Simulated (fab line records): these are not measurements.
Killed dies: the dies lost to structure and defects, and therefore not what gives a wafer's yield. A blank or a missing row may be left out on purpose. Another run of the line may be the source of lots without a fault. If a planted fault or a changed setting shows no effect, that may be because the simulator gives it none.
fab line records	flow sky130
record: lots: 11	wafers: 33	lastDay: 50
route steps=708 shown VIA3@595 CAP2M@605 VIA4@652 PAD_OPEN@708
lots untouched by any fault: they come from a run of this same line in which no faults occurred
startH: start of the lot's first displayed wafer, in hours after the record's first day	waitH: hours elapsed since this lot's preceding step	" unchanged from the row above	L1.1+2: several wafers, shown together as one row	- no value, or no start given	* or withheld: withheld	< > ~ a bound
route shown NAME@n: a module of which the file shows steps, and the number in the route of the first	usual: mean/standard deviation taken from wafers without a fault	same: alike in all rows	chamber/n: place in a boat	sites: the reading at each site	_std_site: the standard deviation of these	_edge_site: mean of outer sites minus mean of inner sites	radiusMm: how far each site lies from the wafer's centre	mask NAME#n: copy n	behind: the last tool/chamber to shape the wafer	hold: the reason the lot was held/the length of the hold in hours/how it ended	device: which transistor (n, p or np) failed to switch	end of line: tests of these same wafers at the route's end	a step given without rows: its recipe and nothing more	killed: at the first sort, the dies lost to defects and structure; wafer yield is something else	map: shows each die of a wafer: x if killed, . if not, _ if none is there
set.NAME: the run value of the setting; set.NAME@STEP: its run value at that earlier step	model.NAME: the simulator's own value behind a step, which no gauge read
route steps across a sampled set of lots; one table per step, one row per wafer
services: the hour from which a tool's chamber was out of use, counted from the record's first day as startH (under 0 if before that day), plus the number of hours and why
== steps ==
step: SKY_VIA3_RS_MEAS_22
recipe: thkMeasGauge: four-point-probe	reads: W_of_VIA3_CVD_21+TiN_of_VIA3_SPUTTER_20
usual: VIA3_W_RS: 0.292/0.0057
lot.wafer	tool	chamber	startH	waitH	VIA3_W_RS[ohm/sq]
L226.1	filmMetro-01	-	930.15	0.1	0.285
L226.4	"	-	"	"	0.285
L226.5	"	-	"	"	0.284
L230.2	filmMetro-01	-	971.90	0.1	0.305
L230.4	"	-	"	"	0.298
L230.5	"	-	"	"	0.299
L229.3	filmMetro-02	-	973.40	0.1	0.301
L229.4	"	-	"	"	0.295
L229.6	"	-	"	"	0.297
L231.1	filmMetro-01	-	982.68	0.1	0.296
L231.4	"	-	"	"	0.282
L231.5	"	-	"	"	0.282
L232.3	filmMetro-01	-	988.32	0.1	0.298
L232.5	"	-	"	"	0.304
L232.6	"	-	"	"	0.295
L234.1	filmMetro-04	-	990.26	0.1	0.296
L234.5	"	-	"	"	0.288
L234.6	"	-	"	"	0.293
L235.1	filmMetro-01	-	1001.16	0.1	0.287
L235.3	"	-	"	"	0.282
L235.5	"	-	"	"	0.294
L236.1	filmMetro-04	-	1009.72	0.1	0.294
L236.3	"	-	"	"	0.283
L236.4	"	-	"	"	0.297
L238.1	filmMetro-02	-	1027.75	0.1	0.290
L238.2	"	-	"	"	0.285
L238.4	"	-	"	"	0.283
L239.2	filmMetro-04	-	1028.57	0.1	0.285
L239.3	"	-	"	"	0.290
L239.6	"	-	"	"	0.285
L246.1	filmMetro-02	-	1074.75	0.1	0.292
L246.2	"	-	"	"	0.300
L246.3	"	-	"	"	0.294
step: SKY_CAP2M_SPUTTER_02
recipe: material: TiN	targetThkNm: 200	tempC: 300	powerW: 6500	timeS: 166.7	chamberPressurePa: 0.4
usual: chamberPressurePa: 0.4000/0.0008	throttleValvePct: 30.1/0.81
lot.wafer	tool	chamber	startH	waitH	chamberPressurePa	throttleValvePct
L226.1	pvdSputter-04	-	930.87	0.1	0.4002	31.0
L226.4	"	-	"	"	0.3995	31.3
L226.5	"	-	"	"	0.3988	30.9
L230.2	pvdSputter-02	-	972.59	0.0	0.3995	29.2
L230.4	"	-	"	"	0.4000	28.9
L230.5	"	-	"	"	0.3989	29.2
L229.3	pvdSputter-04	-	974.08	0.0	0.3999	30.8
L229.4	"	-	"	"	0.4007	31.2
L229.6	"	-	"	"	0.4008	30.9
L231.1	pvdSputter-04	-	983.39	0.1	0.4000	31.0
L231.4	"	-	"	"	0.4009	31.1
L231.5	"	-	"	"	0.3998	30.8
L232.3	pvdSputter-01	-	991.96	0.0	0.3992	30.6
L232.5	"	-	"	"	0.3993	30.0
L232.6	"	-	"	"	0.3988	31.2
L234.1	pvdSputter-01	-	993.22	0.1	0.4000	30.5
L234.5	"	-	"	"	0.4002	29.8
L234.6	"	-	"	"	0.4000	30.0
L235.1	pvdSputter-01	-	1001.94	0.1	0.4001	29.9
L235.3	"	-	"	"	0.4004	29.4
L235.5	"	-	"	"	0.4003	30.4
L236.1	pvdSputter-02	-	1010.44	0.1	0.4002	29.1
L236.3	"	-	"	"	0.4001	29.2
L236.4	"	-	"	"	0.4004	29.1
L238.1	pvdSputter-01	-	1028.47	0.1	0.3996	29.8
L238.2	"	-	"	"	0.4001	31.0
L238.4	"	-	"	"	0.4014	31.0
L239.2	pvdSputter-01	-	1029.27	0.0	0.4006	30.7
L239.3	"	-	"	"	0.4006	29.8
L239.6	"	-	"	"	0.4000	29.9
L246.1	pvdSputter-02	-	1075.46	0.1	0.3983	28.8
L246.2	"	-	"	"	0.4005	29.0
L246.3	"	-	"	"	0.4015	29.1
step: SKY_VIA4_STRIP_13
recipe: chemistry: O2/N2	powerW: 1400	pressureMtorr: 1500	platenTempC: withheld	o2FlowSccm: 3000	n2FlowSccm: 300	overashFraction: 0.5
usual: drypumpMotorCurrentA: 5.7/0.33	oesProductAu: 0.710/0.004	stripTimeToEndpointS: 12.80/0.036
lot.wafer	tool	chamber	startH	waitH	drypumpMotorCurrentA	oesProductAu	rfHoursCounterH	stripTimeToEndpointS
L226.1	plasmaAsher-01	0	1004.29	-	5.8	0.711	87	12.78
L226.4	"	0	"	"	5.8	0.708	-	12.80
L226.5	"	1	"	"	5.5	0.707	-	12.81
L230.2	plasmaAsher-02	0	1044.10	-	5.7	0.711	123	12.81
L230.4	"	1	"	"	5.4	0.716	-	12.78
L230.5	"	0	"	"	5.7	0.712	-	12.82
L229.3	plasmaAsher-03	0	1045.19	-	6.5	0.711	-	12.78
L229.4	"	1	"	"	5.0	0.717	-	12.79
L229.6	"	0	"	"	6.5	0.712	-	12.81
L231.1	plasmaAsher-02	1	1054.26	-	5.5	0.710	124	12.79
L231.4	"	1	"	"	5.5	0.704	-	12.78
L231.5	"	0	"	"	5.7	0.719	-	12.76
L232.3	plasmaAsher-01	0	1060.26	-	5.8	0.711	-	12.83
L232.5	"	1	"	"	5.5	0.706	-	12.80
L232.6	"	0	"	"	5.8	0.704	-	12.77
L234.1	plasmaAsher-01	0	1062.24	-	5.8	0.710	94	12.79
L234.5	"	1	"	"	5.5	0.705	-	12.81
L234.6	"	0	"	"	5.8	0.701	-	12.81
L235.1	plasmaAsher-02	1	1069.21	-	5.5	0.707	1	12.78
L235.3	"	0	"	"	5.7	0.703	-	12.74
L235.5	"	1	"	"	5.4	0.711	-	12.74
L236.1	plasmaAsher-01	1	1077.55	-	5.5	0.712	96	12.87
L236.3	"	1	"	"	5.5	0.710	-	12.79
L236.4	"	0	"	"	5.8	0.713	-	12.78
L238.1	plasmaAsher-01	1	1094.34	-	5.5	0.712	98	12.74
L238.2	"	0	"	"	5.8	0.711	98	12.78
L238.4	"	0	"	"	5.8	0.706	-	12.83
L239.2	plasmaAsher-03	1	1094.94	-	5.0	0.715	66	12.84
L239.3	"	1	"	"	5.0	0.713	-	12.83
L239.6	"	0	"	"	6.5	0.720	-	12.77
L246.1	plasmaAsher-03	0	1136.80	-	6.5	0.711	70	12.78
L246.2	"	1	"	"	5.0	0.711	70	12.80
L246.3	"	0	"	"	6.5	0.707	-	12.77
step: SKY_VIA4_CMP_21
recipe: stopOn: SiO2	tOverpolishS: 25	downForcePsi: 3.5	platenRpm: 60	targetThkNm: 0	padVelocityMS: 0.94248
usual: motorCurrentA: 10.4/0.83	overpolishRunS: 25.001/0.0096	slurryFilterDpKPa: 13.49/0.15	timeToEndpointS: 123/4.1
lot.wafer	tool	chamber	startH	waitH	motorCurrentA	overpolishRunS	slurryFilterDpKPa	timeToEndpointS
L226.1	cmp-02	2	1005.28	0.1	8.6	24.996	13.34	125
L226.4	"	0	"	"	9.8	25.006	13.60	127
L226.5	"	3	"	"	10.8	24.994	13.59	130
L230.2	cmp-01	1	1045.11	0.0	9.5	25.006	13.49	119
L230.4	"	0	"	"	11.5	25.004	13.77	119
L230.5	"	1	"	"	10.2	25.005	13.81	121
L229.3	cmp-02	2	1046.18	0.0	9.0	25.001	13.57	124
L229.4	"	0	"	"	9.9	24.985	13.44	130
L229.6	"	3	"	"	10.8	24.990	13.52	127
L231.4	cmp-01	2	1055.30	0.1	11.6	24.995	13.33	122
L231.1	"	3	"	"	11.9	25.001	13.44	122
L231.5	"	1	"	"	10.5	24.983	13.24	121
L232.3	cmp-02	0	1061.52	0.2	10.1	25.006	13.43	130
L232.6	"	1	"	"	10.6	25.003	13.53	123
L232.5	"	2	"	"	8.7	25.015	13.36	127
L234.1	cmp-02	0	1063.32	0.1	10.5	24.987	13.54	130
L234.5	"	3	"	"	10.7	25.016	13.61	132
L234.6	"	0	"	"	10.2	24.985	13.02	128
L235.3	cmp-01	2	1070.20	0.0	11.1	24.979	13.46	121
L235.1	"	0	"	"	11.0	24.981	13.87	120
L235.5	"	2	"	"	12.1	25.004	13.60	118
L236.4	cmp-01	0	1078.63	0.1	11.2	25.008	13.61	126
L236.3	"	1	"	"	10.0	24.990	13.41	123
L236.1	"	2	"	"	11.5	25.015	13.27	118
L238.1	cmp-02	0	1095.40	0.1	9.8	24.998	13.46	121
L238.2	"	1	"	"	10.9	25.002	13.59	114
L238.4	"	3	"	"	10.5	25.000	13.57	122
L239.3	cmp-02	1	1096.11	0.1	10.7	24.992	13.66	120
L239.2	"	3	"	"	10.3	24.999	13.38	123
L239.6	"	0	"	"	9.6	0.044	13.59	191
L246.3	cmp-01	0	1137.79	0.0	11.5	25.012	13.36	118
L246.2	"	1	"	"	9.6	24.993	13.75	120
L246.1	"	2	"	"	11.3	25.016	13.58	116
step: SKY_PAD_OPEN_PROBE_99
usual: defectLimitedYield: 82.2/1.9	killed_at_M0_to_M3: 44/6.9	killed_at_M4_up: 3.3/1.8	killedAtContacts: 24/5	killedAtFrontEnd: 16/4.6	killedAtOther: 0.2/0.42	killedDies: 88/9.2	killedOnRim: 17/3.5	killedOpen: 48/7.3	killedShort: 40/6.5	sort_bin_3_pad_short: 0.9/0.43	sort_bin_5_function: 10.6/1.5	sort_bin_6_memory: 6.4/1.1	sortNPass: 404/9.2	sortYieldPct: 82.2/1.9
same: grossDies: 492	killedAtBackSide: 0	sort_bin_4_leakage[%]: 0	sort_bin_8_speed[%]: 0
lot.wafer	tool	chamber	startH	waitH	defectLimitedYield[%]	killed_at_M0_to_M3	killed_at_M4_up	killedAtContacts	killedAtFrontEnd	killedAtOther	killedDies	killedOnRim	killedOpen	killedShort	sort_bin_3_pad_short[%]	sort_bin_5_function[%]	sort_bin_6_memory[%]	sortNPass	sortYieldPct[%]
L226.1	prober-02	-	1074.86	0.1	85.6	36	4	16	15	0	71	14	33	38	0.6	7.7	6.1	421	85.6
L226.4	prober-02	-	1075.01	0.2	81.1	44	4	19	26	0	93	14	51	42	0.6	10.4	7.9	399	81.1
L226.5	prober-02	-	1075.06	0.2	83.7	33	3	25	19	0	80	13	45	35	0.6	9.3	6.3	412	83.7
L230.2	prober-01	-	1111.15	0.1	83.3	40	4	18	20	0	82	13	52	30	0.4	10.2	6.1	410	83.3
L230.4	prober-01	-	1111.25	0.2	81.9	39	4	29	17	0	89	21	40	48	0.4	10.2	7.5	403	81.9
L230.5	prober-01	-	1111.30	0.2	81.5	44	3	21	22	1	91	13	52	39	1.2	12.2	5.1	401	81.5
L229.3	prober-02	-	1112.29	0.2	83.3	35	3	25	19	0	82	11	44	38	0.4	10.4	5.9	410	83.3
L229.4	prober-02	-	1112.34	0.2	81.3	48	4	21	19	0	92	10	51	40	1.0	9.8	7.9	400	81.3
L229.6	prober-02	-	1112.44	0.2	84.6	39	3	20	14	0	76	17	40	35	0.8	9.3	5.3	416	84.6
L231.1	prober-01	-	1120.61	0.1	81.1	51	2	30	10	0	93	18	54	39	0.6	9.3	8.9	399	81.1
L231.4	prober-01	-	1120.76	0.2	84.6	42	3	24	7	0	76	18	43	33	0.8	8.3	6.3	416	84.6
L231.5	prober-01	-	1120.81	0.2	85.6	32	3	23	12	1	71	18	38	33	1.0	8.5	4.9	421	85.6
L232.3	prober-02	-	1125.75	0.2	82.3	49	3	24	11	0	87	17	56	31	0.8	11.0	5.9	405	82.3
L232.5	prober-02	-	1125.85	0.2	83.3	50	2	16	14	0	82	19	41	41	0.8	10.0	5.9	410	83.3
L232.6	prober-02	-	1125.90	0.2	82.5	39	4	28	15	0	86	24	53	33	0.2	10.6	6.7	406	82.5
L234.1	prober-02	-	1130.22	0.1	80.3	54	2	24	16	1	97	14	50	45	0.6	11.4	7.7	395	80.3
L234.5	prober-02	-	1130.42	0.2	80.5	49	3	32	11	1	96	14	48	46	1.2	11.8	6.5	396	80.5
L234.6	prober-02	-	1130.47	0.2	80.7	38	1	32	23	1	95	19	50	45	1.2	11.4	6.7	397	80.7
L235.1	prober-01	-	1133.79	0.1	81.9	46	8	28	7	0	89	16	46	43	1.2	12.0	4.9	403	81.9
L235.3	prober-01	-	1133.89	0.2	81.1	46	7	25	15	0	93	18	63	30	0.6	12.6	5.7	399	81.1
L235.5	prober-01	-	1133.99	0.2	79.5	50	5	29	17	0	101	14	61	40	1.2	10.6	8.7	391	79.5
L236.1	prober-02	-	1141.62	0.1	83.7	44	3	20	13	0	80	13	41	39	0.8	9.1	6.3	412	83.7
L236.3	prober-02	-	1141.72	0.2	80.5	46	3	25	22	0	96	15	54	42	1.2	10.8	7.5	396	80.5
L236.4	prober-02	-	1141.77	0.2	83.1	38	3	24	18	0	83	17	47	36	1.2	9.6	6.1	409	83.1
L238.1	prober-02	-	1157.27	0.1	82.9	43	1	25	15	0	84	15	50	34	0.2	10.2	6.7	408	82.9
L238.2	prober-02	-	1157.32	0.1	83.5	37	3	29	12	0	81	19	40	41	0	8.5	7.9	411	83.5
L238.4	prober-02	-	1157.42	0.2	80.1	47	4	34	13	0	98	14	49	49	1.0	10.4	8.5	394	80.1
L239.2	prober-01	-	1158.82	0.1	78.9	56	3	28	16	1	104	17	59	44	0.8	15.2	5.1	388	78.9
L239.3	prober-01	-	1158.87	0.2	80.7	42	6	28	19	0	95	18	47	47	1.2	12.2	5.9	397	80.7
L239.6	prober-01	-	1159.02	0.2	0	45	413	19	14	1	492	96	51	30	83.9	8.9	7.1	0	0
L246.1	prober-02	-	1192.56	0.1	79.9	49	5	25	20	0	99	17	52	47	1.0	13.2	5.9	393	79.9
L246.2	prober-02	-	1192.61	0.1	83.5	42	5	13	21	0	81	19	39	42	1.0	10.0	5.5	411	83.5
L246.3	prober-02	-	1192.66	0.2	81.1	51	0	21	21	0	93	19	48	45	0.6	11.6	6.7	399	81.1
killed by level:class
L226.1 VIA3:geometricParticle:open=10 VIA1:geometricParticle:short=7 LOCAL_INTERCONNECT:geometricParticle:short=6 VIA1:geometricParticle:open=6 METAL1:geometricParticle:short=5 FIELD_ISO:geometricParticle:short=4 POLY_GATE:geometricParticle:open=4 FIELD_ISO:geometricParticle:open=3
L226.4 VIA1:geometricParticle:open=10 LI_CONTACT:geometricParticle:open=7 VIA3:geometricParticle:open=7 FIELD_ISO:geometricParticle:short=6 POLY_GATE:geometricParticle:open=6 VIA2:geometricParticle:open=6 POLY_GATE:geometricParticle:short=5 CONTACT:geometricParticle:open=5
L226.5 LI_CONTACT:geometricParticle:open=9 CONTACT:geometricParticle:open=8 VIA3:geometricParticle:open=7 FIELD_ISO:geometricParticle:open=6 VIA1:geometricParticle:open=6 VIA2:geometricParticle:open=5 FIELD_ISO:geometricParticle:short=4 POLY_GATE:geometricParticle:short=4
L230.2 VIA2:geometricParticle:open=9 VIA3:geometricParticle:open=8 LI_CONTACT:geometricParticle:open=8 VIA1:geometricParticle:open=7 CONTACT:geometricParticle:open=6 FIELD_ISO:geometricParticle:short=5 POLY_GATE:geometricParticle:open=4 POLY_GATE:geometricParticle:short=4
L230.4 LI_CONTACT:geometricParticle:open=8 CONTACT:geometricParticle:short=8 CONTACT:geometricParticle:open=7 VIA1:geometricParticle:short=7 VIA2:geometricParticle:open=7 FIELD_ISO:geometricParticle:short=4 POLY_GATE:geometricParticle:short=4 VIA1:geometricParticle:open=4
L230.5 CONTACT:geometricParticle:open=12 VIA1:geometricParticle:open=12 FIELD_ISO:geometricParticle:open=7 POLY_GATE:geometricParticle:short=7 VIA2:geometricParticle:open=7 POLY_GATE:geometricParticle:open=5 METAL1:geometricParticle:short=5 METAL2:geometricParticle:short=5
L229.3 CONTACT:geometricParticle:open=9 VIA1:geometricParticle:open=7 CONTACT:geometricParticle:short=6 METAL1:geometricParticle:short=6 FIELD_ISO:geometricParticle:open=5 METAL2:geometricParticle:short=5 POLY_GATE:geometricParticle:short=4 LI_CONTACT:geometricParticle:open=4
L229.4 VIA2:geometricParticle:open=10 CONTACT:geometricParticle:open=9 METAL1:geometricParticle:short=7 LI_CONTACT:geometricParticle:open=6 VIA1:geometricParticle:open=6 VIA3:geometricParticle:open=6 FIELD_ISO:geometricParticle:open=5 VIA1:geometricParticle:short=5
L229.6 VIA1:geometricParticle:open=7 CONTACT:geometricParticle:open=6 VIA2:geometricParticle:open=6 LI_CONTACT:geometricParticle:open=5 VIA3:geometricParticle:open=5 POLY_GATE:geometricParticle:open=4 CONTACT:geometricParticle:short=4 METAL1:geometricParticle:short=4
L231.1 VIA1:geometricParticle:open=13 CONTACT:geometricParticle:open=12 VIA2:geometricParticle:open=11 LI_CONTACT:geometricParticle:open=7 METAL2:geometricParticle:short=7 VIA3:geometricParticle:open=6 FIELD_ISO:geometricParticle:short=4 CONTACT:geometricParticle:short=4
L231.4 VIA1:geometricParticle:open=13 CONTACT:geometricParticle:open=9 LI_CONTACT:geometricParticle:open=5 VIA3:geometricParticle:open=5 VIA2:geometricParticle:open=5 VIA2:geometricParticle:short=5 METAL1:geometricParticle:short=4 LOCAL_INTERCONNECT:geometricParticle:short=4
L231.5 LI_CONTACT:geometricParticle:open=8 VIA2:geometricParticle:open=8 VIA1:geometricParticle:open=7 LI_CONTACT:geometricParticle:short=5 CONTACT:geometricParticle:open=5 FIELD_ISO:geometricParticle:open=4 LOCAL_INTERCONNECT:geometricParticle:short=4 METAL2:geometricParticle:short=4
L232.3 CONTACT:geometricParticle:open=13 VIA1:geometricParticle:open=12 METAL3:geometricParticle:short=7 FIELD_ISO:geometricParticle:open=5 POLY_GATE:geometricParticle:open=5 VIA3:geometricParticle:open=5 VIA2:geometricParticle:open=5 LI_CONTACT:geometricParticle:open=4
L232.5 METAL2:geometricParticle:short=13 VIA3:geometricParticle:open=10 VIA1:geometricParticle:open=9 VIA1:geometricParticle:short=8 POLY_GATE:geometricParticle:open=6 LI_CONTACT:geometricParticle:open=6 CONTACT:geometricParticle:open=5 VIA3:geometricParticle:short=4
L232.6 LI_CONTACT:geometricParticle:open=11 CONTACT:geometricParticle:open=10 VIA1:geometricParticle:open=10 METAL1:geometricParticle:short=5 VIA3:geometricParticle:open=5 POLY_GATE:geometricParticle:short=4 LOCAL_INTERCONNECT:geometricParticle:short=4 FIELD_ISO:geometricParticle:short=3
L234.1 VIA1:geometricParticle:short=11 VIA1:geometricParticle:open=11 VIA2:geometricParticle:open=10 CONTACT:geometricParticle:open=9 METAL2:geometricParticle:short=9 FIELD_ISO:geometricParticle:open=4 POLY_GATE:geometricParticle:open=4 LOCAL_INTERCONNECT:geometricParticle:short=4
L234.5 VIA1:geometricParticle:open=13 CONTACT:geometricParticle:open=10 VIA2:geometricParticle:open=7 LI_CONTACT:geometricParticle:open=6 LOCAL_INTERCONNECT:geometricParticle:short=6 CONTACT:geometricParticle:short=6 METAL1:geometricParticle:short=6 VIA1:geometricParticle:short=6
L234.6 LI_CONTACT:geometricParticle:open=12 VIA3:geometricParticle:open=8 LOCAL_INTERCONNECT:geometricParticle:short=8 FIELD_ISO:geometricParticle:open=6 VIA1:geometricParticle:open=6 METAL1:geometricParticle:short=5 VIA1:geometricParticle:short=5 METAL2:geometricParticle:short=5
L235.1 VIA3:geometricParticle:open=11 VIA1:geometricParticle:open=11 CONTACT:geometricParticle:open=8 METAL2:geometricParticle:short=7 METAL4:geometricParticle:short=7 LI_CONTACT:geometricParticle:open=6 LOCAL_INTERCONNECT:geometricParticle:short=6 METAL1:geometricParticle:short=6
L235.3 VIA1:geometricParticle:open=18 LI_CONTACT:geometricParticle:open=11 VIA3:geometricParticle:open=7 CONTACT:geometricParticle:open=6 POLY_GATE:geometricParticle:open=5 METAL2:geometricParticle:short=5 VIA2:geometricParticle:open=5 METAL4:geometricParticle:short=5
L235.5 CONTACT:geometricParticle:open=15 VIA3:geometricParticle:open=11 FIELD_ISO:geometricParticle:open=8 VIA1:geometricParticle:open=8 LI_CONTACT:geometricParticle:open=6 LOCAL_INTERCONNECT:geometricParticle:short=6 METAL1:geometricParticle:short=5 VIA1:geometricParticle:short=5
L236.1 VIA2:geometricParticle:open=12 VIA1:geometricParticle:short=7 CONTACT:geometricParticle:open=6 VIA1:geometricParticle:open=6 METAL1:geometricParticle:short=6 LOCAL_INTERCONNECT:geometricParticle:short=5 VIA3:geometricParticle:open=5 FIELD_ISO:geometricParticle:open=4
L236.3 VIA1:geometricParticle:open=11 CONTACT:geometricParticle:open=10 FIELD_ISO:geometricParticle:open=9 VIA2:geometricParticle:short=8 FIELD_ISO:geometricParticle:short=6 VIA2:geometricParticle:open=6 VIA3:geometricParticle:open=6 LI_CONTACT:geometricParticle:open=5
L236.4 CONTACT:geometricParticle:open=13 METAL2:geometricParticle:short=8 FIELD_ISO:geometricParticle:open=6 VIA1:geometricParticle:short=6 VIA3:geometricParticle:open=6 FIELD_ISO:geometricParticle:short=4 LI_CONTACT:geometricParticle:open=4 VIA1:geometricParticle:open=4
L238.1 CONTACT:geometricParticle:open=11 VIA2:geometricParticle:open=7 LI_CONTACT:geometricParticle:open=6 POLY_GATE:geometricParticle:open=5 VIA1:geometricParticle:short=5 VIA1:geometricParticle:open=5 METAL2:geometricParticle:short=5 VIA3:geometricParticle:open=5
L238.2 VIA1:geometricParticle:open=10 LOCAL_INTERCONNECT:geometricParticle:short=9 CONTACT:geometricParticle:short=7 CONTACT:geometricParticle:open=7 METAL1:geometricParticle:short=6 VIA3:geometricParticle:open=6 POLY_GATE:geometricParticle:short=4 LI_CONTACT:geometricParticle:open=4
L238.4 VIA1:geometricParticle:open=14 LI_CONTACT:geometricParticle:open=9 CONTACT:geometricParticle:short=9 VIA3:geometricParticle:open=8 CONTACT:geometricParticle:open=8 METAL1:geometricParticle:short=5 LOCAL_INTERCONNECT:geometricParticle:short=5 METAL2:geometricParticle:short=5
L239.2 VIA3:geometricParticle:open=12 LI_CONTACT:geometricParticle:open=10 VIA1:geometricParticle:open=9 CONTACT:geometricParticle:open=8 METAL2:geometricParticle:short=8 VIA2:geometricParticle:open=7 VIA3:geometricParticle:short=7 FIELD_ISO:geometricParticle:short=5
L239.3 CONTACT:geometricParticle:open=11 METAL1:geometricParticle:short=10 METAL2:geometricParticle:short=8 VIA1:geometricParticle:open=8 LI_CONTACT:geometricParticle:open=6 VIA3:geometricParticle:open=6 POLY_GATE:geometricParticle:short=4 LOCAL_INTERCONNECT:geometricParticle:short=4
L239.6 VIA4:areaCmp=410 VIA1:geometricParticle:open=14 CONTACT:geometricParticle:open=10 VIA2:geometricParticle:open=8 FIELD_ISO:geometricParticle:short=7 CONTACT:geometricParticle:short=4 VIA3:geometricParticle:open=4 POLY_GATE:geometricParticle:open=3
L246.1 CONTACT:geometricParticle:open=13 METAL1:geometricParticle:short=8 VIA1:geometricParticle:open=8 VIA2:geometricParticle:open=6 POLY_GATE:geometricParticle:open=5 POLY_GATE:geometricParticle:short=5 METAL1:geometricParticle:open=5 METAL2:geometricParticle:short=5
L246.2 VIA1:geometricParticle:open=11 METAL1:geometricParticle:short=10 FIELD_ISO:geometricParticle:open=8 CONTACT:geometricParticle:open=7 VIA1:geometricParticle:short=6 METAL2:geometricParticle:short=5 METAL4:geometricParticle:short=4 FIELD_ISO:geometricParticle:short=3
L246.3 CONTACT:geometricParticle:open=11 VIA1:geometricParticle:short=9 VIA3:geometricParticle:open=9 VIA1:geometricParticle:open=8 VIA2:geometricParticle:short=6 FIELD_ISO:geometricParticle:short=5 POLY_GATE:geometricParticle:open=5 METAL1:geometricParticle:short=5
== services ==
tool	chamber	startH	hours	kind
cmp-01	-	912.16	4.0	pm
plasmaAsher-01	-	926.37	9.3	repair
pvdSputter-01	-	933.67	6.5	repair
pvdSputter-01	-	960.15	14.7	repair
cmp-02	-	982.77	2.4	repair
cmp-01	-	992.93	3.7	pm
pvdSputter-02	-	995.21	2.4	repair
plasmaAsher-03	-	1004.26	1.6	repair
cmp-02	-	1013.33	3.2	repair
pvdSputter-01	-	1019.29	1.2	repair
cmp-02	-	1033.50	0.3	repair
pvdSputter-02	-	1046.65	12.6	repair
plasmaAsher-03	-	1052.06	15.6	pm
plasmaAsher-02	-	1055.35	9.0	pm
cmp-01	-	1057.07	0.8	repair
pvdSputter-01	-	1059.15	1.0	repair
cmp-02	-	1084.32	4.0	pm
cmp-02	-	1088.32	-	consumableReplace:conditioner
cmp-01	-	1088.56	7.7	pm
cmp-02	-	1117.87	0.4	repair
pvdSputter-01	-	1119.28	5.2	repair
plasmaAsher-01	-	1121.31	2.8	pm
cmp-02	-	1127.09	6.0	pm
cmp-01	-	1127.79	1.4	repair
== key ==
firstSign: step: SKY_VIA4_CMP_21	reading: overpolishRunS	direction: down	sigmas: 99+	usual: 25.001	struck: 0.044
effect: step: SKY_VIA4_CMP_21	reading: timeToEndpointS	direction: up	sigmas: 17	usual: *	struck: *
effect: step: SKY_PAD_OPEN_PROBE_99	reading: killed_at_M4_up	direction: up	sigmas: 99+	usual: 3.3	struck: 413
moreKillsBornAt: SKY_VIA4_CMP_21@cmp-02: 410
metAt SKY_VIA4_CMP_21
struckLots L239
struckWafers L239.6
laterRowsLeftOut L239.6
notActingAt SKY_VIA3_RS_MEAS_22,SKY_CAP2M_SPUTTER_02,SKY_VIA4_STRIP_13
onsetBetween 1095.40 1096.11
fault: kind: processParameterDrift	tool: cmp-02	chamber: 0	onsetH: 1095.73	steps: SKY_VIA4_CMP_21	channel: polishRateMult	offset: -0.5	shape: step	endH: 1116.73
laterRowsLeftOut: the simulator's readings of these wafers behind a module that went badly wrong aren't trusted and aren't shown, but for the sort
